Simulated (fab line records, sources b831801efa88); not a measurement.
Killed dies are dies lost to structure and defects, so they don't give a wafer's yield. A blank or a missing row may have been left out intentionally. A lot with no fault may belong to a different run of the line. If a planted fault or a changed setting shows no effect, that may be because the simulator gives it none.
Which tool is to blame? / flow gf180mcu / 36 wafers from 12 lots sampled at 5 of the route's 602 steps

WHAT THE GAUGES SHOWED, per wafer
GF_STI_THK_MEAS_04. Usual: STI_CVD_03_THK typically reads 195.9 nm, with standard deviation 2.
lot=L156; measured=day 1 14:12; on=film_metro-02; STI_CVD_03_THK (nm)=194.3 193.3 193.5; flag=
lot=L157; measured=day 1 18:34; on=film_metro-01; STI_CVD_03_THK (nm)=196.1 197.3 195.3; flag=
lot=L159; measured=day 2 06:37; on=film_metro-04; STI_CVD_03_THK (nm)=199.3 195.0 197.9; flag=
lot=L160; measured=day 2 09:34; on=film_metro-02; STI_CVD_03_THK (nm)=195.7 197.9 196.8; flag=
lot=L164; measured=day 3 07:03; on=film_metro-02; STI_CVD_03_THK (nm)=239.8 240.5 239.7 239.7 240.5 239.8; flag=OFF
lot=L165; measured=day 3 10:35; on=film_metro-02; STI_CVD_03_THK (nm)=240.0 238.5 237.9 239.9 238.6 237.9; flag=OFF
lot=L166; measured=day 3 15:34; on=film_metro-02; STI_CVD_03_THK (nm)=239.4 237.5 238.9 239.5 237.4 239.2; flag=OFF
lot=L169; measured=day 4 07:53; on=film_metro-04; STI_CVD_03_THK (nm)=198.5 197.3 198.9; flag=
lot=L172; measured=day 5 01:08; on=film_metro-01; STI_CVD_03_THK (nm)=199.5 198.0 198.2; flag=
lot=L175; measured=day 5 17:41; on=film_metro-04; STI_CVD_03_THK (nm)=194.7 196.0 196.3; flag=
lot=L178; measured=day 6 05:32; on=film_metro-01; STI_CVD_03_THK (nm)=196.7 195.4 195.5; flag=
lot=L179; measured=day 6 08:34; on=film_metro-04; STI_CVD_03_THK (nm)=195.1 193.7 192.0; flag=

GF_V3_OVL_MEAS_15. Usual: V3_OVL typically reads 0 nm, with standard deviation 6.8.
lot=L156; measured=day 22 08:22; on=overlay-02; V3_OVL (nm)=4 10 4; flag=
lot=L157; measured=day 22 17:46; on=overlay-02; V3_OVL (nm)=9 2 -3; flag=
lot=L159; measured=day 23 15:51; on=overlay-01; V3_OVL (nm)=6 12 6; flag=
lot=L160; measured=day 24 00:12; on=overlay-01; V3_OVL (nm)=-5 -2 -5; flag=
lot=L164; measured=day 25 08:22; on=overlay-02; V3_OVL (nm)=11 17 11; flag=
lot=L165; measured=day 25 16:58; on=overlay-01; V3_OVL (nm)=6 0 4; flag=
lot=L166; measured=day 26 06:45; on=overlay-02; V3_OVL (nm)=-11 -4 -6; flag=
lot=L169; measured=day 27 17:43; on=overlay-01; V3_OVL (nm)=-5 -8 -6; flag=
lot=L172; measured=day 28 05:52; on=overlay-01; V3_OVL (nm)=8 12 12; flag=
lot=L175; measured=day 29 05:28; on=overlay-01; V3_OVL (nm)=-8 -14 -5; flag=
lot=L178; measured=day 29 19:07; on=overlay-01; V3_OVL (nm)=-3 2 2; flag=
lot=L179; measured=day 29 22:02; on=overlay-01; V3_OVL (nm)=4 0 2; flag=

GF_V4_CD_MEAS_14 targets a cd of 260 nm. Usual: cd_nm reads 259.6 nm (standard deviation 1.2).
lot=L156; measured=day 24 09:44; on=cd_sem-02; cd_nm (nm)=261.3 260.7 261.0; flag=
lot=L157; measured=day 24 18:14; on=cd_sem-01; cd_nm (nm)=259.2 259.2 260.1; flag=
lot=L159; measured=day 25 15:18; on=cd_sem-02; cd_nm (nm)=260.2 258.8 258.8; flag=
lot=L160; measured=day 25 23:26; on=cd_sem-01; cd_nm (nm)=260.7 259.6 259.0; flag=
lot=L164; measured=day 27 05:41; on=cd_sem-02; cd_nm (nm)=257.4 257.8 257.3; flag=
lot=L165; measured=day 27 13:37; on=cd_sem-02; cd_nm (nm)=262.9 260.9 261.2; flag=
lot=L166; measured=day 28 01:59; on=cd_sem-01; cd_nm (nm)=260.6 261.4 260.1; flag=
lot=L169; measured=day 29 12:03; on=cd_sem-01; cd_nm (nm)=259.8 259.5 261.6; flag=
lot=L172; measured=day 29 23:38; on=cd_sem-02; cd_nm (nm)=259.0 259.8 259.6; flag=
lot=L175; measured=day 30 21:35; on=cd_sem-02; cd_nm (nm)=259.4 259.4 259.0; flag=
lot=L178; measured=day 31 10:01; on=cd_sem-02; cd_nm (nm)=259.4 259.6 259.7; flag=
lot=L179; measured=day 31 12:50; on=cd_sem-02; cd_nm (nm)=259.6 259.2 258.0; flag=

WHAT TOOL EACH LOT RAN ON (gives the tool, then ch and the chambers of the sampled wafers, and finally the start)
lot=L156; GF_STI_CVD_03=lpcvd-02 ch 1, day 1 12:11; GF_STI_ETCH_13=rie_diel-03 ch 0,2,3, day 2 01:49
lot=L157; GF_STI_CVD_03=lpcvd-01 ch 1, day 1 16:34; GF_STI_ETCH_13=rie_diel-02 ch 2,3, day 2 06:43
lot=L159; GF_STI_CVD_03=lpcvd-02 ch 0, day 2 04:37; GF_STI_ETCH_13=rie_diel-02 ch 0,1,2, day 2 18:52
lot=L160; GF_STI_CVD_03=lpcvd-01 ch 0, day 2 07:34; GF_STI_ETCH_13=rie_diel-03 ch 0,2,3, day 2 22:46
lot=L164; GF_STI_CVD_03=lpcvd-01 ch 1, day 3 05:04; GF_STI_ETCH_13=rie_diel-03 ch 0,2,3, day 3 20:16
lot=L165; GF_STI_CVD_03=lpcvd-01 ch 1, day 3 08:34; GF_STI_ETCH_13=rie_diel-03 ch 0,2, day 3 23:34
lot=L166; GF_STI_CVD_03=lpcvd-01 ch 0, day 3 13:35; GF_STI_ETCH_13=rie_diel-02 ch 2,3, day 4 05:01
lot=L169; GF_STI_CVD_03=lpcvd-02 ch 1, day 4 05:54; GF_STI_ETCH_13=rie_diel-03 ch 0,1,2, day 4 21:49
lot=L172; GF_STI_CVD_03=lpcvd-02 ch 0, day 4 23:09; GF_STI_ETCH_13=rie_diel-03 ch 0,2,3, day 5 14:55
lot=L175; GF_STI_CVD_03=lpcvd-02 ch 0, day 5 15:41; GF_STI_ETCH_13=rie_diel-01 ch 0,1, day 6 08:07
lot=L178; GF_STI_CVD_03=lpcvd-01 ch 0, day 6 03:32; GF_STI_ETCH_13=rie_diel-03 ch 0,1, day 6 20:13
lot=L179; GF_STI_CVD_03=lpcvd-02 ch 0, day 6 06:34; GF_STI_ETCH_13=rie_diel-03 ch 0,2, day 7 00:25
- GF_STI_CVD_03: deposits Si3N4 from DCS/NH3, target thk 207.16 nm, time 3551 s.
- GF_STI_ETCH_13: etches the open film in CHF3/O2, stops on Si, target depth 282.31 nm, time 112.9 s.

WHAT THE TOOLS THEMSELVES READ (means of the sampled wafers that have a number; where no wafer has one, the mark that the record gives instead)
GF_STI_CVD_03. Usual: spike_tc_upper_C reads 767.4 C (standard deviation 1.8).
lot=L156; tool=lpcvd-02; spike_tc_upper_C (C)=765.5; flag=
lot=L157; tool=lpcvd-01; spike_tc_upper_C (C)=769.0; flag=
lot=L159; tool=lpcvd-02; spike_tc_upper_C (C)=769.3; flag=
lot=L160; tool=lpcvd-01; spike_tc_upper_C (C)=767.5; flag=
lot=L164; tool=lpcvd-01; spike_tc_upper_C (C)=768.9; flag=
lot=L165; tool=lpcvd-01; spike_tc_upper_C (C)=768.7; flag=
lot=L166; tool=lpcvd-01; spike_tc_upper_C (C)=766.4; flag=
lot=L169; tool=lpcvd-02; spike_tc_upper_C (C)=766.0; flag=
lot=L172; tool=lpcvd-02; spike_tc_upper_C (C)=769.5; flag=
lot=L175; tool=lpcvd-02; spike_tc_upper_C (C)=768.6; flag=
lot=L178; tool=lpcvd-01; spike_tc_upper_C (C)=766.9; flag=
lot=L179; tool=lpcvd-02; spike_tc_upper_C (C)=769.2; flag=

GF_STI_ETCH_13. Usual: O2_flow_sccm 4.999 sccm, standard deviation 0.015; bias_w 200.0 W, standard deviation 0.62; drypump_motor_current_A 5.6 A, standard deviation 0.44; oes_product_au 0.808 a.u., standard deviation 0.0063; throttle_valve_pct 8.803 %, standard deviation 0.0094.
lot=L156; tool=rie_diel-03; O2_flow_sccm (sccm)=4.998; bias_w (W)=200.3; drypump_motor_current_A (A)=5.7; oes_product_au (a.u.)=0.801; throttle_valve_pct (%)=8.810; flag=
lot=L157; tool=rie_diel-02; O2_flow_sccm (sccm)=4.997; bias_w (W)=199.6; drypump_motor_current_A (A)=5.0; oes_product_au (a.u.)=0.811; throttle_valve_pct (%)=8.810; flag=
lot=L159; tool=rie_diel-02; O2_flow_sccm (sccm)=4.998; bias_w (W)=200.0; drypump_motor_current_A (A)=5.7; oes_product_au (a.u.)=0.812; throttle_valve_pct (%)=8.810; flag=
lot=L160; tool=rie_diel-03; O2_flow_sccm (sccm)=4.990; bias_w (W)=199.5; drypump_motor_current_A (A)=5.6; oes_product_au (a.u.)=0.812; throttle_valve_pct (%)=8.804; flag=
lot=L164; tool=rie_diel-03; O2_flow_sccm (sccm)=4.991; bias_w (W)=200.0; drypump_motor_current_A (A)=5.7; oes_product_au (a.u.)=0.904; throttle_valve_pct (%)=8.828; flag=OFF
lot=L165; tool=rie_diel-03; O2_flow_sccm (sccm)=4.992; bias_w (W)=200.8; drypump_motor_current_A (A)=5.5; oes_product_au (a.u.)=0.899; throttle_valve_pct (%)=8.830; flag=OFF
lot=L166; tool=rie_diel-02; O2_flow_sccm (sccm)=5.006; bias_w (W)=199.4; drypump_motor_current_A (A)=5.0; oes_product_au (a.u.)=0.900; throttle_valve_pct (%)=8.830; flag=OFF
lot=L169; tool=rie_diel-03; O2_flow_sccm (sccm)=5.005; bias_w (W)=200.4; drypump_motor_current_A (A)=5.8; oes_product_au (a.u.)=0.815; throttle_valve_pct (%)=8.799; flag=
lot=L172; tool=rie_diel-03; O2_flow_sccm (sccm)=4.996; bias_w (W)=200.7; drypump_motor_current_A (A)=5.6; oes_product_au (a.u.)=0.817; throttle_valve_pct (%)=8.810; flag=
lot=L175; tool=rie_diel-01; O2_flow_sccm (sccm)=4.997; bias_w (W)=200.3; drypump_motor_current_A (A)=5.7; oes_product_au (a.u.)=0.808; throttle_valve_pct (%)=8.812; flag=
lot=L178; tool=rie_diel-03; O2_flow_sccm (sccm)=5.001; bias_w (W)=199.9; drypump_motor_current_A (A)=5.4; oes_product_au (a.u.)=0.810; throttle_valve_pct (%)=8.803; flag=
lot=L179; tool=rie_diel-03; O2_flow_sccm (sccm)=4.990; bias_w (W)=200.4; drypump_motor_current_A (A)=5.6; oes_product_au (a.u.)=0.800; throttle_valve_pct (%)=8.795; flag=

THE ANSWER, worked out from the rows above alone
Rule: a lot counts as off when the mean over its wafers that have a number is more than 3 standard deviations away from the usual mean. A lot without any number at a reading at which 4 lots or more have one is off too. The other lots that the step has rows for count as sound. Order of review: gauges by route order, followed by the tools' own readings, for which a lot's mean as printed above is used. The first step at which some lot is off is used, and at that step the reading that is off furthest; a lot without a number counts as furthest.
Off: at GF_STI_THK_MEAS_04 (STI_CVD_03_THK), L164, L165, L166.
A tool fits if, at a process step before that reading, it ran every lot that is off, and no sound lot after the first of them. The gauges at GF_STI_THK_MEAS_04 aren't tried: what is off there is off at GF_STI_ETCH_13 too, on other tools, and a gauge's error can't cause that. No candidate that was tried fits.

WHAT THE SIMULATOR HAD PUT IN
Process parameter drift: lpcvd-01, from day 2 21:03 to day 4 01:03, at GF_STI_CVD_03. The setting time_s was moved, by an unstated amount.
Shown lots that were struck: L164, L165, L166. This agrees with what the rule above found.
